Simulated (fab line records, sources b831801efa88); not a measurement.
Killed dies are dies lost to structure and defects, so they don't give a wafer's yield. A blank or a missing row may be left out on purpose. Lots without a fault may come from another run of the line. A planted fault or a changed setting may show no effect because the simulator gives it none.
Chamber matching | flow sky130 | SKY_CAPM_CVD_00 on pecvd-03: 3 sister chambers
The step deposits SiO2, target thk 15.5 nm. 6 wafers are shown with their chamber, then 7 later ones without.

WAFERS WITH THEIR CHAMBER
wafer  | chamber | heater_power_w (W) | heater_power_outer_w (W)
L142.4 | 2       | 610                | 339
L146.1 | 2       | 711                | 424
L146.2 | 0       | 636                | 389
L146.3 | 1       | 710                | 424
L149.1 | 0       | 664                | 401
L149.2 | 1       | 811                | 521

WAFERS WITHOUT THEIR CHAMBER
wafer  | heater_power_w (W) | heater_power_outer_w (W)
L149.4 | 680                | 410
L151.1 | 671                | 409
L151.2 | 698                | 407
L151.6 | 843                | 513
L153.2 | 844                | 530
L153.3 | 627                | 338
L153.5 | 602                | 338

WHICH CHAMBER EACH WENT THROUGH
wafer  | from the rows above          | in truth
L149.4 | can't be placed: 0 or 2 or 1 | 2
L151.1 | can't be placed: 0 or 2 or 1 | 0
L151.2 | can't be placed: 2 or 0 or 1 | 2
L151.6 | 1                            | 1
L153.2 | 1                            | 1
L153.3 | can't be placed: 2 or 0      | 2
L153.5 | can't be placed: 2 or 0      | 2
Placed correctly: 2 of 7. Can't be placed from these rows: 5 (the true chamber is among the candidates in 5). Placed wrongly: 0.
How it was worked out, from the rows above alone: a wafer's distance from a chamber is the root of the sum, over the readings, of the square of ((its reading less the chamber's mean) divided by the reading's scatter). The wafer belongs to the nearest chamber; if the next one is less than 2 further off, it can't be placed. A chamber's mean is the mean of its shown wafers. The scatter: the root of (the sum of the squares of (reading less its chamber's mean) over the shown wafers, divided by (wafers less chambers)).
